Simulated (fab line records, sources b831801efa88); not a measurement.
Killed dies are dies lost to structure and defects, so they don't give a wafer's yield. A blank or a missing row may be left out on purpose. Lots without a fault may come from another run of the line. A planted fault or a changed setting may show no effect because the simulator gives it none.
Chamber matching | flow sky130 | SKY_VIA2_CMP_02 on cmp-01: 4 sister chambers
The step polishes SiO2. 18 wafers are shown with their chamber, then 9 later ones without.

WAFERS WITH THEIR CHAMBER
wafer  | chamber | motor_current_A (A) | head_pressure_psi (psi)
L596.1 | 2       | 12.9                | 3.996
L596.5 | 2       | 13.1                | 3.994
L596.6 | 1       | 11.2                | 4.003
L598.2 | 0       | 11.9                | 3.981
L598.3 | 1       | 11.3                | 4.010
L598.4 | 3       | 14.5                | 4.011
L600.3 | 3       | 14.4                | 4.013
L600.4 | 2       | 13.2                | 3.996
L600.6 | 2       | 13.4                | 3.997
L610.3 | 1       | 11.0                | 4.005
L610.4 | 0       | 12.7                | 3.994
L610.5 | 2       | 12.8                | 4.004
L612.3 | 3       | 14.0                | 3.986
L612.5 | 1       | 11.3                | 4.002
L612.6 | 0       | 12.0                | 3.995
L613.1 | 2       | 12.8                | 3.998
L613.2 | 3       | 14.2                | 4.000
L613.6 | 2       | 13.0                | 3.992

SIGNATURES (means of the wafers above)
reading           | chamber 0 | chamber 1 | chamber 2 | chamber 3 | scatter within a chamber
motor_current_A   | 12.200    | 11.200    | 13.029    | 14.275    | 0.251
head_pressure_psi | 3.99000   | 4.00500   | 3.99671   | 4.00250   | 0.0071
Rule: a wafer's distance from a chamber is the root of the sum, over the readings, of the square of ((its reading less the chamber's mean) divided by the reading's scatter). The wafer belongs to the nearest chamber; if the next one is less than 2 further off, it can't be placed. The scatter: the root of (the sum of the squares of (reading less its chamber's mean) over the shown wafers, divided by (wafers less chambers)).

WAFERS WITHOUT THEIR CHAMBER
wafer  | motor_current_A (A) | head_pressure_psi (psi)
L616.3 | 12.2                | 3.988
L616.4 | 15.0                | 4.013
L616.5 | 14.2                | 3.995
L617.2 | 11.3                | 3.998
L617.4 | 11.6                | 3.992
L617.6 | 13.0                | 4.004
L619.1 | 13.3                | 3.994
L619.2 | 15.1                | 3.997
L619.4 | 12.2                | 4.003

WHICH CHAMBER EACH WENT THROUGH
wafer  | from the rows above     | in truth
L616.3 | 0                       | 0
L616.4 | 3                       | 3
L616.5 | 3                       | 3
L617.2 | 1                       | 1
L617.4 | can't be placed: 0 or 1 | 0
L617.6 | 2                       | 2
L619.1 | 2                       | 2
L619.2 | 3                       | 3
L619.4 | can't be placed: 0 or 2 | 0
Placed correctly: 7 of 9. Can't be placed from these rows: 2 (the true chamber is among the candidates in 2). Placed wrongly: 0.
